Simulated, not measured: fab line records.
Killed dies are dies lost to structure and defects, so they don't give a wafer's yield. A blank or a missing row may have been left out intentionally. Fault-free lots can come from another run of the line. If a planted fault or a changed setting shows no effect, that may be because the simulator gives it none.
A lot that was struck, set against a sound lot	flow sky130	15 out of 708 route steps
Sound: wafers L922.1, L922.4, L922.6. Struck: wafers L938.1, L938.4, L938.6. Last of all comes the cause.
Order at every step that has rows: each side's tool, ch and its chambers, its first start. Under that, the readings that differ: sound wafers	struck wafers	difference of the means	sigmas: that difference in standard deviations of wafers without a fault.
alike: same words and numbers on both sides, and readings whose means sit less than 2 such deviations apart. not compared: any withheld reading, any reading some wafer has no value for, any bound like >300 that may hide the same value, and any number with overlapping values for which the record gives no deviation.
Wherever a step has rows on one side only, a row that says differs or no value, or a row with sigmas, the two part there. When numbers do not overlap yet have no deviation, they are printed without sigmas and do not part them. A reading missing from all wafers of one side parts the sides only when that side holds two or more wafers.

SKY_CAP2M_SPUTTER_02: material TiN, target thk 200 nm, time 166.7 s.
  sound on pvd-sputter-01, day 40 17:27; struck on pvd-sputter-04, day 45 09:08
  alike: throttle-valve-pct
SKY_CAP2M_RS_MEAS_03: measures by four-point-probe.
  sound on film-metro-04, day 40 17:34; struck on film-metro-04, day 45 09:15
  alike: CAP2M_TIN_RS
SKY_CAP2M_THK_MEAS_04: measures by xrf.
  sound on film-metro-04, day 40 17:41; struck on film-metro-04, day 45 09:22
  alike: CAP2M_TIN_THK
then, 7 steps without rows for these wafers: SKY_CAP2M_DEHYDRATE_05 (time 60 s); SKY_CAP2M_HMDS_06 (prime time 60 s); SKY_CAP2M_COAT_07 (resist thk 1140 nm); SKY_CAP2M_SOFTBAKE_08 (time 60 s); SKY_CAP2M_EXPOSE_09 (exposes mask CAP2M, target cd 1000 nm); SKY_CAP2M_PEB_10; SKY_CAP2M_DEVELOP_11 (develop time 60 s).
SKY_CAP2M_OVL_MEAS_12:
  sound on overlay-02, day 41 17:30; struck on overlay-01, day 46 06:02
  alike: CAP2M_OVL
SKY_CAP2M_METAL_ETCH_13: etches TiN in Cl2/BCl3, stops on SiO2, target depth 220 nm, time 62.9 s.
  sound on rie-metal-02 ch 0,1, day 41 17:32; struck on rie-metal-03 ch 0, day 46 06:05
  alike: drypump-motor-current-A, oes-product-au, throttle-valve-pct
  not compared: rf-hours-counter-h
SKY_CAP2M_STRIP_14: strips in O2/N2.
  sound on plasma-asher-01 ch 1, day 41 17:38; struck on plasma-asher-02 ch 0, day 46 06:10
reading	sound	struck	difference	sigmas
o2-flow-sccm (sccm)	3013 2996 2991	3607 3599 3607	+604	+76
strip-time-to-endpoint-s (s)	12.69 12.65 12.68	12.50 12.51 12.49	-0.17	-4
  alike: drypump-motor-current-A, n2-flow-sccm, oes-product-au
  not compared: rf-hours-counter-h
then, 1 step without rows for these wafers: SKY_CAP2M_STRIP_15 (strips in post etch residue remover, time 1200 s).
SKY_PAD_OPEN_PROBE_99:
  sound wafers here have rows in the record (prober-02, day 46 16:39); struck ones have none

## WHERE THEY PART
First at SKY_CAP2M_STRIP_14; last, within this record, at SKY_PAD_OPEN_PROBE_99.

WHY: whatever the simulator had introduced
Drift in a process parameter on plasma-asher-02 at SKY_CAP2M_STRIP_14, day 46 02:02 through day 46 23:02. A move of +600 in setting o2-flow-sccm, from 3000. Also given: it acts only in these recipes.
